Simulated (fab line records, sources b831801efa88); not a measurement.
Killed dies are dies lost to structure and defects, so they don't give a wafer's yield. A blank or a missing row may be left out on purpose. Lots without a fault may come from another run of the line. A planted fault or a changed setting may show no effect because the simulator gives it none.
Problem report in the 8D (eight disciplines) form, filled by code | flow sky130 | the parts of the form that need people (team, actions taken, sign-off) are left out

1. THE PROBLEM
killed_at_front_end at SKY_PAD_OPEN_PROBE_99 reads a mean of 41 on 6 wafers of 2 lots; wafers without a fault read 16 with a standard deviation of 4.6. That is +5.5 standard deviations from the usual mean.
First seen on wafer L605.1, day 49 14:39, on prober-02. The record holds 6 wafers of 2 lots with a number at this step. Rule for "out", or "out of limits": more than 4 standard deviations from the usual mean. The other wafers with a number count as sound.

2. WHAT IT IS AND WHAT IT IS NOT
question                    | is                     | is not
which readings at this step | killed_at_front_end    | killed_at_M0_to_M3, killed_at_M4_up, killed_at_contacts, killed_at_other, killed_open, killed_short
which lots                  | L605, L606             | -
which wafers of those lots  | all that have a number | -
read on which tools         | prober-01, prober-02   | -
when                        | from day 49 14:39      | up to then (0 sound wafers)

3. SUSPECTS, AND WHAT RULES EACH OUT
Counting: a tool at a process step up to the reading stays a suspect if it ran every lot that is out and no sound lot after the first of them.
- wet_bench-03 at SKY_SALICIDE_CLEAN_00 (cleans in HF-last, time 30 s): kept. It ran every lot that is out, first L605 (day 33 07:10), and no sound lot after that.
- plasma_asher-01 at SKY_VIA4_STRIP_13 (strips in O2/N2): kept. It ran every lot that is out, first L605 (day 47 02:16), and no sound lot after that.
Left after counting: wet_bench-03 at SKY_SALICIDE_CLEAN_00, plasma_asher-01 at SKY_VIA4_STRIP_13.

4. THE CAUSE (what the simulator had put in)
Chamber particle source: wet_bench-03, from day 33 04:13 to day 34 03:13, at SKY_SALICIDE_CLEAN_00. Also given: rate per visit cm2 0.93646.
Counting left 2 suspects, and this tool is among them.

5. THE CHAIN OF EFFECTS, in route order
Each row: a reading whose mean over the struck wafers that have a number lies more than 3 standard deviations from the usual. Only readings for which the record gives a usual standard deviation are gone through. hours: the time from each lot's start at the first step in this table that gives one to its start at this step, as a median over the lots. sigmas: the change in usual standard deviations.
hours | step                  | reading             | usual | on struck wafers | change | sigmas
0     | SKY_PAD_OPEN_PROBE_99 | killed_at_front_end | 16    | 41               | +25    | +5.5
The process steps in it:
- SKY_PAD_OPEN_PROBE_99

6. WHAT WOULD HAVE CAUGHT IT SOONER
In this record the first reading out of limits was taken at day 49 14:39, 394 hours after the fault began at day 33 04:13.
All the lots that are out (2) had begun SKY_SALICIDE_CLEAN_00 on wet_bench-03 by day 49 14:39. A hold on the tool at that time would have spared none of them.
